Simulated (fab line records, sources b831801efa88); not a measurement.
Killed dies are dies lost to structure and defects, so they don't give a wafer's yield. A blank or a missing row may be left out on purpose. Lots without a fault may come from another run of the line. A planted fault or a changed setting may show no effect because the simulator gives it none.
Problem report in the 8D (eight disciplines) form, filled by code | flow sky130 | the parts of the form that need people (team, actions taken, sign-off) are left out

1. THE PROBLEM
chamber_pressure_pa at SKY_METAL1_SPUTTER_01 reads a mean of 0.3364 Pa on 9 wafers of 3 lots; wafers without a fault read 0.4000 Pa with a standard deviation of 0.00078. That is -81 standard deviations from the usual mean.
The step: material TiN, target thk 20 nm, time 16.7 s.
First seen on wafer L769.1, day 35 22:29, on pvd_sputter-01. The record holds 21 wafers of 7 lots with a number at this step. Rule for "out", or "out of limits": more than 4 standard deviations from the usual mean. The other wafers with a number count as sound.

2. WHAT IT IS AND WHAT IT IS NOT
question                    | is                     | is not
which readings at this step | chamber_pressure_pa    | -
which lots                  | L769, L772, L773       | L756, L765, L775, L778
which wafers of those lots  | all that have a number | -
read on which tools         | pvd_sputter-01         | pvd_sputter-02
when                        | from day 35 22:29      | up to then (6 sound wafers); but 6 sound wafers of L775, L778 came after

3. SUSPECTS, AND WHAT RULES EACH OUT
Counting: a tool at a process step up to the reading stays a suspect if it ran every lot that is out and no sound lot after the first of them.
- rie_diel-04 at SKY_CONTACT_ETCH_17 (etches SiO2 in C4F8/O2/Ar, stops on Si3N4, target depth 340 nm): ruled out as a lasting fault. Sound lots L778 ran on it after its first lot that is out, L769 (day 35 21:01).
- pvd_sputter-01 at SKY_METAL1_SPUTTER_00 (material Ti, target thk 15 nm, time 10 s): kept. It ran every lot that is out, first L769 (day 35 22:28), and no sound lot after that; its last sound lot up to then is L756 (day 31 18:52).
- pvd_sputter-01 at SKY_METAL1_SPUTTER_01 (material TiN, target thk 20 nm, time 16.7 s): kept. It ran every lot that is out, first L769 (day 35 22:29), and no sound lot after that; its last sound lot up to then is L756 (day 31 18:53). Its own readings are out on those wafers: chamber_pressure_pa.
Left after counting: pvd_sputter-01 at SKY_METAL1_SPUTTER_00, pvd_sputter-01 at SKY_METAL1_SPUTTER_01.

4. THE CAUSE (what the simulator had put in)
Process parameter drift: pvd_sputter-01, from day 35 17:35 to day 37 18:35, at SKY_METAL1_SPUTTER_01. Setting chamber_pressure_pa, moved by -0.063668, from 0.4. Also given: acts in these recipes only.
Counting left 2 suspects, and this tool is among them.

5. THE CHAIN OF EFFECTS, in route order
Each row: a reading whose mean over the struck wafers that have a number lies more than 3 standard deviations from the usual. Only readings for which the record gives a usual standard deviation are gone through. hours: the time from each lot's start at the first step in this table that gives one to its start at this step, as a median over the lots. sigmas: the change in usual standard deviations.
hours | step                  | reading             | usual     | on struck wafers | change  | sigmas
0     | SKY_METAL1_SPUTTER_01 | chamber_pressure_pa | 0.4000 Pa | 0.3364           | -0.0636 | -81
The process steps in it:
- SKY_METAL1_SPUTTER_01: material TiN, target thk 20 nm, time 16.7 s.

6. WHAT WOULD HAVE CAUGHT IT SOONER
In this record the first reading out of limits was taken at day 35 22:29, 5 hours after the fault began at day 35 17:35.
